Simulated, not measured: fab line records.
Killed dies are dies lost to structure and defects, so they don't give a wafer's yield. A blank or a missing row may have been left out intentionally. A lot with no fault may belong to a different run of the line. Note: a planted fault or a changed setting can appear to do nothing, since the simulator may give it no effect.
fab line records | flow sky130
record lots=6 wafers=18 last-day=50
route steps=708 shown SONOS_ONO@186 GATE_OXIDE@187 PAD_OPEN@708
lots with no fault: from the same line, run without faults
start-h: hours from the record's first day to the start of the lot's first wafer shown | wait-h: hours elapsed since this lot's preceding step | " same as the row above | L1.1+2: a row that stands for several wafers | - value missing, or start not given | * or withheld: withheld | < > ~ a bound
route shown NAME@n: NAME is a module with steps in the file, n the number in the route of the first one | usual: mean and standard deviation over wafers with no fault | same: alike in all rows | chamber/n: place in a boat | sites: the reading at each site | _std_site: the values' standard deviation | _edge_site: mean of outer sites minus mean of inner sites | radius-mm: for every site, how far away it sits from the centre of the wafer | mask NAME#n: copy n | behind: the last tool/chamber to shape the wafer | hold: the reason the lot was held/the length of the hold in hours/how it ended | device: names the non-switching transistor (n, p or np) | end of line: the route-end tests of the same wafers | step lacking rows: just its recipe | killed: the dies lost at the first sort to structure and to defects; this is not the yield of the wafer | map: shows each die of a wafer: x if killed, . if not, _ if none is there
set.NAME: setting as actually run; set.NAME@STEP: the setting as run at that earlier step | model.NAME: the simulator's own value behind a step, which no gauge read
lots seen at some steps along the route; tables by step, rows by wafer
services: the hour from which a tool's chamber was out of use, counted from the record's first day as start-h (under 0 if before that day), plus the number of hours and why
## steps
# step SKY_SONOS_ONO_WET_ETCH_18
# recipe chemistry=H3PO4 target-depth-nm=15 target=Si3N4 temp-c=160 time-s=172
# step SKY_GATE_OXIDE_CLEAN_00
# recipe chemistry=SC1/SC2 mix=1:4:20 temp-c=70 time-s=150 dry=n2-spin
# step SKY_GATE_OXIDE_OXIDATION_01
# recipe temp-c=900 ambient=O2 stabilise-s=600 purge-s=300 target-thk-a=102.68 ox-time-s=1473
# step SKY_GATE_OXIDE_THK_MEAS_02
# recipe reads=SiO2_of_GATE_OXIDE_OXIDATION_01
# usual GATE_OXIDE_OXIDATION_00_THK=10.24/0.21
# columns lot.wafer tool chamber start-h wait-h GATE_OXIDE_OXIDATION_00_THK[nm]
L795.1 film-metro-03 - 328.85 0.0 10.36
L795.3 " - " " 10.37
L795.4 " - " " 10.50
L800.1 film-metro-03 - 372.26 0.0 10.12
L800.2 " - " " 10.10
L800.3 " - " " 10.01
L801.3 film-metro-01 - 375.19 0.0 10.45
L801.4 " - " " 10.13
L801.6 " - " " 10.38
L806.2 film-metro-01 - 416.30 0.0 10.44
L806.3 " - " " 10.40
L806.4 " - " " 10.40
L807.1 film-metro-01 - 423.44 0.0 10.25
L807.2 " - " " 10.62
L807.6 " - " " 10.33
L811.1 film-metro-01 - 452.84 0.0 10.28
L811.2 " - " " 10.02
L811.6 " - " " 10.30
# step SKY_GATE_OXIDE_DEHYDRATE_03
# recipe temp-c=200 time-s=60
# step SKY_GATE_OXIDE_HMDS_04
# recipe prime-time-s=60 prime-temp-c=120
# step SKY_GATE_OXIDE_COAT_05
# recipe resist=NOVOLAK spin-rpm=3000 resist-thk-nm=1140
# step SKY_GATE_OXIDE_SOFTBAKE_06
# recipe temp-c=90 time-s=60 resist=NOVOLAK
# step SKY_GATE_OXIDE_EXPOSE_07
# recipe mask-id=LVOM na=0.6 source-shape=conventional sigma-outer=0.6 polarization=unpolarized target-cd-nm=600 dose-mj=170
# step SKY_GATE_OXIDE_PEB_08
# recipe temp-c=withheld time-s=* resist=NOVOLAK
# step SKY_GATE_OXIDE_DEVELOP_09
# recipe resist=NOVOLAK developer=TMAH develop-time-s=60 dev-temp-c=23
# step SKY_GATE_OXIDE_OVL_MEAS_10
# usual GATE_OXIDE_OVL=-0.7/1.3
# columns lot.wafer tool chamber start-h wait-h GATE_OXIDE_OVL[nm]
L795.1 overlay-02 - 356.34 0.1 -1.9
L795.3 " - " " -1.3
L795.4 " - " " -1.7
L800.1 overlay-02 - 401.19 0.1 -2.8
L800.2 " - " " -1.3
L800.3 " - " " -0.3
L801.3 overlay-01 - 404.05 0.1 0.4
L801.4 " - " " 0.3
L801.6 " - " " 0.4
L806.2 overlay-01 - 445.80 0.1 -1.5
L806.3 " - " " -1.8
L806.4 " - " " -1.5
L807.1 overlay-01 - 454.04 0.1 -2.5
L807.2 " - " " -2.7
L807.6 " - " " -3.2
L811.1 overlay-01 - 482.44 0.1 0.5
L811.2 " - " " -0.7
L811.6 " - " " 0.7
# step SKY_GATE_OXIDE_IMPLANT_11
# recipe species=B energy-kev=10 dose-cm2=2.623e+12 tilt-deg=withheld
# usual beam-energy-keV=10.000/0.0031
# columns lot.wafer tool chamber start-h wait-h beam-energy-keV model.implant.drp-nm
L795.1 implanter-01 0 356.38 0.0 10.000 17.11
L795.3 " 0 " " 9.995 17.11
L795.4 " 0 " " 9.999 17.11
L800.1 implanter-02 0 401.22 0.0 9.844 16.93
L800.2 " 0 " " 9.843 16.93
L800.3 " 0 " " 9.849 16.93
L801.3 implanter-02 0 404.12 0.1 9.844 16.93
L801.4 " 0 " " 9.850 16.93
L801.6 " 0 " " 9.847 16.93
L806.2 implanter-01 0 445.85 0.0 9.999 17.11
L806.3 " 0 " " 10.001 17.11
L806.4 " 0 " " 10.003 17.11
L807.1 implanter-03 0 454.08 0.0 10.005 17.11
L807.2 " 0 " " 10.000 17.11
L807.6 " 0 " " 10.000 17.11
L811.1 implanter-02 0 482.47 0.0 10.001 17.11
L811.2 " 0 " " 9.998 17.11
L811.6 " 0 " " 10.001 17.11
# step SKY_GATE_OXIDE_WET_ETCH_12
# recipe chemistry=dHF target-depth-nm=16.8 dry=n2-spin target=SiO2 dilution=100:1 temp-c=25 time-s=336
# step SKY_PAD_OPEN_PROBE_99
# usual killed_at_M0_to_M3=43/6.8 killed_at_M4_up=3.1/1.6 killed-at-contacts=24/5.4 killed-at-front-end=16/4.4 killed-at-other=0.2/0.48 killed-dies=87/8.8 killed-open=48/6.4 killed-short=39/6.2
# same gross-dies=492 killed-at-back-side=0
# columns lot.wafer tool chamber start-h wait-h killed_at_M0_to_M3 killed_at_M4_up killed-at-contacts killed-at-front-end killed-at-other killed-dies killed-open killed-short
L800.1 prober-01 - 1141.58 0.1 43 0 21 15 0 79 45 34
L800.2 prober-01 - 1141.63 0.1 38 1 29 21 0 89 45 44
L800.3 prober-01 - 1141.68 0.2 47 1 33 20 0 101 58 43
L801.3 prober-02 - 1145.67 0.2 42 3 23 15 0 83 43 40
L801.4 prober-02 - 1145.72 0.2 53 4 16 9 0 82 42 40
L801.6 prober-02 - 1145.82 0.2 48 4 22 14 0 88 48 40
L806.2 prober-01 - 1172.33 0.1 39 5 17 23 0 84 50 34
L806.3 prober-01 - 1172.38 0.2 44 2 24 16 0 86 44 42
L806.4 prober-01 - 1172.43 0.2 41 6 22 16 0 85 56 29
L811.1 prober-01 - 1191.63 0.1 47 1 25 19 0 92 66 26
L811.2 prober-01 - 1191.68 0.1 38 3 17 12 0 70 42 28
L811.6 prober-01 - 1191.88 0.2 54 1 14 18 0 87 47 40
# killed by level:class
L800.1 VIA1:geometric-particle:open=9 CONTACT:geometric-particle:open=7 VIA2:geometric-particle:open=6 METAL2:geometric-particle:short=6 VIA3:geometric-particle:open=6 VIA1:geometric-particle:short=5 LI_CONTACT:geometric-particle:open=4 CONTACT:geometric-particle:short=4
L800.2 CONTACT:geometric-particle:open=10 VIA1:geometric-particle:short=9 LI_CONTACT:geometric-particle:open=7 CONTACT:geometric-particle:short=7 FIELD_ISO:geometric-particle:open=6 VIA2:geometric-particle:open=6 POLY_GATE:geometric-particle:open=5 VIA1:geometric-particle:open=5
L800.3 CONTACT:geometric-particle:open=13 VIA1:geometric-particle:open=11 LI_CONTACT:geometric-particle:open=7 VIA3:geometric-particle:open=7 LOCAL_INTERCONNECT:geometric-particle:short=6 VIA1:geometric-particle:short=6 FIELD_ISO:geometric-particle:short=5 FIELD_ISO:geometric-particle:open=5
L801.3 VIA1:geometric-particle:open=13 CONTACT:geometric-particle:short=6 METAL1:geometric-particle:short=6 FIELD_ISO:geometric-particle:short=5 LOCAL_INTERCONNECT:geometric-particle:short=5 CONTACT:geometric-particle:open=5 METAL2:geometric-particle:short=5 VIA3:geometric-particle:open=5
L801.4 VIA2:geometric-particle:open=12 VIA1:geometric-particle:open=9 METAL1:geometric-particle:short=7 LOCAL_INTERCONNECT:geometric-particle:short=6 CONTACT:geometric-particle:open=5 VIA1:geometric-particle:short=5 VIA3:geometric-particle:open=5 FIELD_ISO:geometric-particle:short=4
L801.6 VIA1:geometric-particle:open=10 LI_CONTACT:geometric-particle:open=8 VIA2:geometric-particle:short=7 CONTACT:geometric-particle:open=6 METAL1:geometric-particle:short=6 VIA2:geometric-particle:open=6 METAL2:geometric-particle:short=5 POLY_GATE:geometric-particle:open=5
L806.2 VIA1:geometric-particle:open=9 VIA2:geometric-particle:open=9 CONTACT:geometric-particle:open=7 FIELD_ISO:geometric-particle:open=5 POLY_GATE:geometric-particle:open=5 LI_CONTACT:geometric-particle:open=5 METAL4:geometric-particle:short=5 FIELD_ISO:geometric-particle:short=4
L806.3 VIA1:geometric-particle:open=10 VIA3:geometric-particle:open=8 CONTACT:geometric-particle:short=6 CONTACT:geometric-particle:open=6 VIA2:geometric-particle:open=6 FIELD_ISO:geometric-particle:open=5 POLY_GATE:geometric-particle:short=5 LI_CONTACT:geometric-particle:open=5
L806.4 VIA3:geometric-particle:open=11 VIA1:geometric-particle:open=9 CONTACT:geometric-particle:open=8 LI_CONTACT:geometric-particle:open=7 POLY_GATE:geometric-particle:open=6 VIA2:geometric-particle:open=5 POLY_GATE:geometric-particle:short=4 METAL1:geometric-particle:short=4
L811.1 VIA1:geometric-particle:open=17 LI_CONTACT:geometric-particle:open=10 CONTACT:geometric-particle:open=9 VIA3:geometric-particle:open=7 POLY_GATE:geometric-particle:open=6 VIA2:geometric-particle:open=6 VIA2:geometric-particle:short=5 METAL3:geometric-particle:short=5
L811.2 VIA1:geometric-particle:open=14 POLY_GATE:geometric-particle:short=6 CONTACT:geometric-particle:open=6 METAL2:geometric-particle:short=6 POLY_GATE:geometric-particle:open=4 LI_CONTACT:geometric-particle:open=4 METAL1:geometric-particle:short=4 VIA3:geometric-particle:open=4
L811.6 METAL2:geometric-particle:short=11 VIA1:geometric-particle:open=9 VIA2:geometric-particle:open=7 POLY_GATE:geometric-particle:open=7 VIA1:geometric-particle:short=6 VIA3:geometric-particle:open=6 METAL1:geometric-particle:short=5 LI_CONTACT:geometric-particle:open=5
## services
# columns tool chamber start-h hours kind
implanter-01 - 345.81 3.9 pm
implanter-03 - 351.41 8.8 pm
implanter-01 - 405.72 1.7 repair
implanter-02 - 412.27 2.9 repair
implanter-02 - 440.26 18.5 repair
implanter-03 - 444.97 8.3 repair
implanter-01 - 462.12 1.5 repair
implanter-02 - 472.57 1.1 repair
## key
first-sign step=SKY_GATE_OXIDE_IMPLANT_11 reading=beam-energy-keV direction=down sigmas=50 usual=* struck=*
effect none on later readings
model-effect step=SKY_GATE_OXIDE_IMPLANT_11 value=implant.drp-nm without=17.11 struck=16.93
met-at SKY_GATE_OXIDE_IMPLANT_11
struck-wafers L800.1,L800.2,L800.3,L801.3,L801.4,L801.6
tester-left-out L800,L801
fault kind=process-parameter-drift tool=implanter-02 chamber=- onset-h=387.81 steps=SKY_GATE_OXIDE_IMPLANT_11 channel=energy-kev offset=* shape=step end-h=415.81 acts-in=* stated=*
# tester-left-out: of these lots the tester's yield and bins aren't shown, on N5 and GAA mostly nor the transistor test; their killed dies are dies lost to structure and defects alone, not to doping, threshold or leakage, so they don't give the yield
